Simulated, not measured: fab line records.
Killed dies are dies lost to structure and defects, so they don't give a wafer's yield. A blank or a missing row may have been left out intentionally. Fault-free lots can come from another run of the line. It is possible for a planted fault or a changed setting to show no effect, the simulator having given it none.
fab line records -- flow sky130 -- part 2 of 2: steps 43 to 43 of 43
record lots=6, wafers=18, lastDay=49
route steps=708 shown METAL3@555 VIA3@573 PAD_OPEN@708
lots untouched by any fault: they come from a run of this same line in which no faults occurred
startH: the number of hours between the record's first day and the start of the first shown wafer of the lot -- waitH: hours from the lot's prior step to this one -- " identical to the entry in the row above -- L1.1+2: several wafers, shown together as one row -- - either no value or no given start -- * or withheld: withheld -- < > ~ a bound
route shown NAME@n: names a module that has steps shown in the file, with the first one's number in the route -- usual: mean/standard deviation taken from wafers without a fault -- same: alike in all rows -- chamber/n: place in a boat -- sites: per-site readings -- _std_site: the values' standard deviation -- _edge_site: mean of outer sites minus mean of inner sites -- radiusMm: for every site, how far away it sits from the centre of the wafer -- mask NAME#n: copy n -- behind: the most recent tool/chamber to have shaped the wafer -- hold: the reason the lot was held/the length of the hold in hours/how it ended -- device: transistor that didn't switch, given as n, p or np -- end of line: the same wafers' tests at the end of the route -- for a step that has no rows: nothing shown but its recipe -- killed: count of dies lost to structure and defects at first sort (not the wafer's yield) -- map: per-die view of a wafer (x killed, . not killed, _ where there is no die)
set.NAME: the setting the step ran with; set.NAME@STEP: the setting that earlier step ran with -- model.NAME: the simulator's own value behind a step, which no gauge read
lots seen at some steps along the route; tables by step, rows by wafer
services: a tool's chamber out of use, with start hour (startH, from the record's first day; less than 0 if before it), hours out, and reason
## steps
# step SKY_PAD_OPEN_PROBE_99
# usual defectLimitedYield=82.3/1.9, killed_at_M0_to_M3=44/7.3, killed_at_M4_up=3.4/1.7, killedAtContacts=24/5.3, killedAtFrontEnd=15/4.1, killedAtOther=0.4/0.68, killedDies=87/9.5, killedOnRim=17/3.8, killedOpen=48/7.1, killedShort=39/5.8, sort_bin_3_pad_short=0.8/0.39, sort_bin_5_function=10.4/1.4, sort_bin_6_memory=6.5/1.1, sortNPass=405/9.5, sortYieldPct=82.3/1.9
# same grossDies=492, killedAtBackSide=0, sort_bin_4_leakage[%]=0, sort_bin_8_speed[%]=0
lot.wafer,tool,chamber,startH,waitH,defectLimitedYield[%],killed_at_M0_to_M3,killed_at_M4_up,killedAtContacts,killedAtFrontEnd,killedAtOther,killedDies,killedOnRim,killedOpen,killedShort,sort_bin_3_pad_short[%],sort_bin_5_function[%],sort_bin_6_memory[%],sortNPass,sortYieldPct[%],model.etest.tester.sortNPass,model.etest.tester.sortYieldPct,model.etest.tester.sort_bin_5_pct,model.etest.tester.sort_bin_3_pct
L255.1,prober-02,-,1122.40,0.1,74.2,84,3,20,20,0,127,23,45,39,2.0,15.4,8.3,365,74.2,365,74.19,15.45,2.033
L255.5,prober-02,-,1122.60,0.2,75.2,83,1,19,17,2,122,23,38,46,2.6,15.7,6.5,370,75.2,370,75.2,15.65,2.642
L255.6,prober-02,-,1122.65,0.2,74.4,94,2,16,14,0,126,17,51,37,1.2,16.3,8.1,366,74.4,366,74.39,16.26,1.22
L253.1,prober-01,-,1123.84,0.1,73.4,84,1,36,8,2,131,25,52,39,2.0,16.9,7.7,361,73.4,361,73.37,16.87,2.033
L253.2,prober-01,-,1123.89,0.1,75.6,75,2,26,14,3,120,24,52,35,2.0,16.9,5.5,372,75.6,372,75.61,16.87,2.033
L253.4,prober-01,-,1123.99,0.2,72.6,83,3,29,20,0,135,18,52,41,1.8,17.1,8.5,357,72.6,357,72.56,17.07,1.829
L254.2,prober-02,-,1125.39,0.1,83.1,46,4,18,14,1,83,19,51,32,0.4,9.6,6.9,409,83.1,409,83.13,9.553,0.4065
L254.5,prober-02,-,1125.54,0.2,82.7,44,5,24,12,0,85,15,52,33,0.8,10.0,6.5,407,82.7,407,82.72,9.959,0.813
L254.6,prober-02,-,1125.59,0.2,83.3,44,0,22,16,0,82,16,42,40,0.6,9.1,6.9,410,83.3,410,83.33,9.146,0.6098
L265.1,prober-01,-,1176.64,0.1,79.1,58,3,23,19,0,103,19,71,32,1.0,13.0,6.9,389,79.1,389,79.06,13.01,1.016
L265.4,prober-01,-,1176.79,0.2,79.7,57,3,22,18,0,100,15,55,45,0.4,11.4,8.5,392,79.7,392,79.67,11.38,0.4065
L265.5,prober-01,-,1176.84,0.2,82.3,51,3,24,9,0,87,20,43,44,0.2,10.0,7.5,405,82.3,405,82.32,9.959,0.2033
L263.2,prober-02,-,1177.39,0.1,79.1,60,5,26,12,0,103,25,53,50,0.2,14.8,5.9,389,79.1,389,79.06,14.84,0.2033
L263.4,prober-02,-,1177.49,0.2,80.7,61,6,16,12,0,95,21,54,40,0.8,11.0,7.5,397,80.7,397,80.69,10.98,0.813
L263.5,prober-02,-,1177.54,0.2,85.6,34,3,21,13,0,71,11,43,28,0.2,8.5,5.7,421,85.6,421,85.57,8.537,0.2033
L266.1,prober-01,-,1182.65,0.1,85.0,40,2,20,12,0,74,13,39,34,0.4,8.9,5.7,418,85.0,418,84.96,8.943,0.4065
L266.3,prober-01,-,1182.75,0.2,82.5,46,5,24,11,0,86,16,54,31,1.4,11.8,4.3,406,82.5,406,82.52,11.79,1.423
L266.5,prober-01,-,1182.85,0.2,83.1,52,4,15,12,0,83,17,52,31,0.6,9.1,7.1,409,83.1,409,83.13,9.146,0.6098
# killed by level:class
L255.1 METAL3:unspecified=42 CONTACT:geometricParticle:open=8 VIA3:geometricParticle:open=7 FIELD_ISO:geometricParticle:short=6 METAL1:geometricParticle:short=6 VIA1:geometricParticle:open=6 FIELD_ISO:geometricParticle:open=5 POLY_GATE:geometricParticle:open=5
L255.5 METAL3:unspecified=36 METAL2:geometricParticle:short=12 LOCAL_INTERCONNECT:geometricParticle:short=6 METAL1:geometricParticle:short=5 VIA1:geometricParticle:open=5 VIA2:geometricParticle:open=5 VIA3:geometricParticle:open=5 POLY_GATE:geometricParticle:open=4
L255.6 METAL3:unspecified=38 VIA3:geometricParticle:open=13 VIA1:geometricParticle:open=11 VIA2:geometricParticle:open=7 METAL2:geometricParticle:short=7 CONTACT:geometricParticle:open=6 METAL3:geometricParticle:short=5 POLY_GATE:geometricParticle:open=4
L253.1 METAL3:unspecified=38 CONTACT:geometricParticle:open=13 VIA1:geometricParticle:open=12 LI_CONTACT:geometricParticle:open=7 CONTACT:geometricParticle:short=7 VIA2:geometricParticle:open=7 VIA1:geometricParticle:short=5 LI_CONTACT:geometricParticle:short=4
L253.2 METAL3:unspecified=29 CONTACT:geometricParticle:open=11 VIA3:geometricParticle:open=9 VIA1:geometricParticle:open=9 METAL1:geometricParticle:short=6 POLY_GATE:geometricParticle:open=5 LI_CONTACT:geometricParticle:open=5 CONTACT:geometricParticle:short=5
L253.4 METAL3:unspecified=42 VIA1:geometricParticle:open=11 LOCAL_INTERCONNECT:geometricParticle:short=8 VIA3:geometricParticle:open=8 FIELD_ISO:geometricParticle:open=7 CONTACT:geometricParticle:open=7 LI_CONTACT:geometricParticle:open=6 POLY_GATE:geometricParticle:short=5
L254.2 CONTACT:geometricParticle:open=10 VIA1:geometricParticle:open=8 METAL2:geometricParticle:short=8 VIA3:geometricParticle:open=8 FIELD_ISO:geometricParticle:open=6 VIA2:geometricParticle:open=5 VIA3:geometricParticle:short=5 LI_CONTACT:geometricParticle:open=4
L254.5 VIA1:geometricParticle:open=12 VIA2:geometricParticle:open=10 CONTACT:geometricParticle:open=9 VIA3:geometricParticle:open=8 LI_CONTACT:geometricParticle:open=6 CONTACT:geometricParticle:short=5 POLY_GATE:geometricParticle:short=4 METAL3:geometricParticle:short=4
L254.6 METAL1:geometricParticle:short=10 VIA1:geometricParticle:open=7 LI_CONTACT:geometricParticle:open=7 CONTACT:geometricParticle:open=7 VIA3:geometricParticle:open=6 POLY_GATE:geometricParticle:short=5 SPACER:geometricParticle:open=5 VIA2:geometricParticle:open=5
L265.1 VIA1:geometricParticle:open=17 CONTACT:geometricParticle:open=13 VIA2:geometricParticle:open=10 VIA3:geometricParticle:open=9 LI_CONTACT:geometricParticle:open=6 METAL1:geometricParticle:short=5 FIELD_ISO:geometricParticle:open=4 FIELD_ISO:geometricParticle:short=4
L265.4 VIA1:geometricParticle:open=13 METAL1:geometricParticle:short=9 VIA2:geometricParticle:open=7 LI_CONTACT:geometricParticle:open=6 CONTACT:geometricParticle:open=6 METAL3:geometricParticle:short=6 POLY_GATE:geometricParticle:open=5 VIA2:geometricParticle:short=5
L265.5 VIA1:geometricParticle:open=11 METAL1:geometricParticle:short=10 LI_CONTACT:geometricParticle:open=8 CONTACT:geometricParticle:open=8 VIA1:geometricParticle:short=7 POLY_GATE:geometricParticle:short=5 VIA2:geometricParticle:open=5 VIA3:geometricParticle:short=4
L263.2 VIA1:geometricParticle:open=14 VIA3:geometricParticle:open=9 CONTACT:geometricParticle:open=8 METAL1:geometricParticle:short=7 VIA1:geometricParticle:short=7 VIA2:geometricParticle:open=7 LOCAL_INTERCONNECT:geometricParticle:short=6 METAL2:geometricParticle:short=6
L263.4 VIA1:geometricParticle:open=14 VIA3:geometricParticle:open=8 METAL1:geometricParticle:short=7 VIA2:geometricParticle:open=7 CONTACT:geometricParticle:open=5 VIA1:geometricParticle:short=5 METAL3:geometricParticle:short=5 FIELD_ISO:geometricParticle:open=4
L263.5 LI_CONTACT:geometricParticle:open=9 VIA1:geometricParticle:open=7 METAL1:geometricParticle:short=6 CONTACT:geometricParticle:open=5 VIA2:geometricParticle:open=4 FIELD_ISO:geometricParticle:open=3 POLY_GATE:geometricParticle:short=3 POLY_CUT:geometricParticle:open=3
L266.1 VIA2:geometricParticle:open=8 VIA1:geometricParticle:short=8 VIA3:geometricParticle:open=8 CONTACT:geometricParticle:open=7 LOCAL_INTERCONNECT:geometricParticle:short=5 VIA1:geometricParticle:open=5 FIELD_ISO:geometricParticle:short=4 METAL1:geometricParticle:short=4
L266.3 VIA1:geometricParticle:open=14 VIA2:geometricParticle:open=10 LI_CONTACT:geometricParticle:open=9 CONTACT:geometricParticle:open=8 FIELD_ISO:geometricParticle:short=4 VIA3:geometricParticle:short=4 POLY_GATE:geometricParticle:short=3 LOCAL_INTERCONNECT:geometricParticle:short=3
L266.5 VIA3:geometricParticle:open=14 VIA2:geometricParticle:open=9 VIA1:geometricParticle:open=8 METAL1:geometricParticle:short=7 FIELD_ISO:geometricParticle:open=6 LI_CONTACT:geometricParticle:open=5 LI_CONTACT:geometricParticle:short=3 VIA2:geometricParticle:short=3
# map L253.4 (x killed, . not)
__________..xx...x.._________
________.....xx.x.xxxx_______
______...x.....x........_____
_____x..x.....x..x.....x.____
____.xx..xx..xxxx...x.....___
___.............xxxx.......__
__........xxxxxxxxxx..x....._
_...xx...x..x.xxxxxx.x......x
_.....xx..x....xxxxxxx.x.....
_..x......x..xxxxxxxxx.......
_x.......x..xxxxxxxxx.x.xx...
_............x..x.xx...x.....
_.x..x..x......x......x...x..
_.x..x....x........x.........
_.xx....x.....x...x.x........
__.......x....x.x.....x....._
___.x.....x.x...x......x...__
____....xx.xx...x......x..___
_____......x.....xx......____
______..x...x.......x.x._____
________.............._______
__________.x.x....x._________
# map L255.1 (x killed, . not)
__________.....x.xxx_________
________....xxxxxxxxx._______
______..x....xxxxxxx..xx_____
_____...x...xxxxxxxx.x...____
____.......xxxxxxxxxxxx.x.___
___x........xx.xxxx.x.....x__
__......x.x...xxxx....x....x_
_.......x.......xx.x.......x.
_......x...xx......x.........
_......x....xx.x..x..........
_..........x....x.......x.x..
_.......x......x.x.....x.....
_x.xxx..........x....x.......
_x.....xx..xxxx.....xx...x...
_......xx..x.......x..x.....x
__..........x.....x...x....._
___x.....x........xx....x..__
____.....x.....x.x..x.....___
_____..x.x..............x____
______......x........x.._____
________.............._______
__________.x..x....x_________
## services
tool,chamber,startH,hours,kind
pvdSputter-01,0,938.99,-,consumableReplace:kit
pvdSputter-01,0,938.99,18.0,scheduledDown
pvdSputter-01,0,938.99,18.0,ventCycle
rieDiel-03,-,955.67,0.3,repair
cmp-01,-,956.21,36.2,repair
rieDiel-01,2,960.37,3.7,repair
pvdSputter-01,-,965.81,3.5,repair
rieDiel-03,0,969.00,10.6,repair
rieDiel-03,-,972.73,0.4,repair
rieDiel-01,1,981.52,7.1,repair
plasmaAsher-02,-,990.99,6.4,repair
rieDiel-04,0,992.52,13.9,repair
cmp-02,-,992.59,8.3,pm
cvdW-02,1,999.41,4.8,repair
cmp-01,-,1000.93,4.5,pm
pvdSputter-04,-,1008.90,15.0,repair
rieDiel-04,3,1010.11,16.0,repair
pvdSputter-01,-,1022.13,26.5,repair
cvdW-01,-,1026.86,6.9,pm
pvdSputter-01,-,1033.99,4.3,repair
cvdW-01,-,1046.43,14.6,pm
cmp-01,-,1051.51,0.8,repair
rieDiel-01,-,1051.56,2.8,pm
rieDiel-03,-,1054.29,0.5,repair
## key
firstSign step=SKY_PAD_OPEN_PROBE_99, reading=killed_at_M0_to_M3, direction=up, sigmas=5.4, usual=44, struck=84
effect step=SKY_PAD_OPEN_PROBE_99, reading=sort_bin_5_function, direction=up, sigmas=4.3, usual=10.4, struck=16.4
modelEffect step=SKY_PAD_OPEN_PROBE_99, value=etest.tester.sortNPass, without=398.2, struck=365.2
metAt SKY_METAL3_ETCH_17
struckWafers L253.1,L253.2,L253.4,L255.1,L255.5,L255.6
fault kind=chamberParticleSource, tool=rieDiel-01, chamber=-, onsetH=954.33, steps=SKY_METAL3_ETCH_17, ratePerVisitCm2=0.41342, endH=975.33
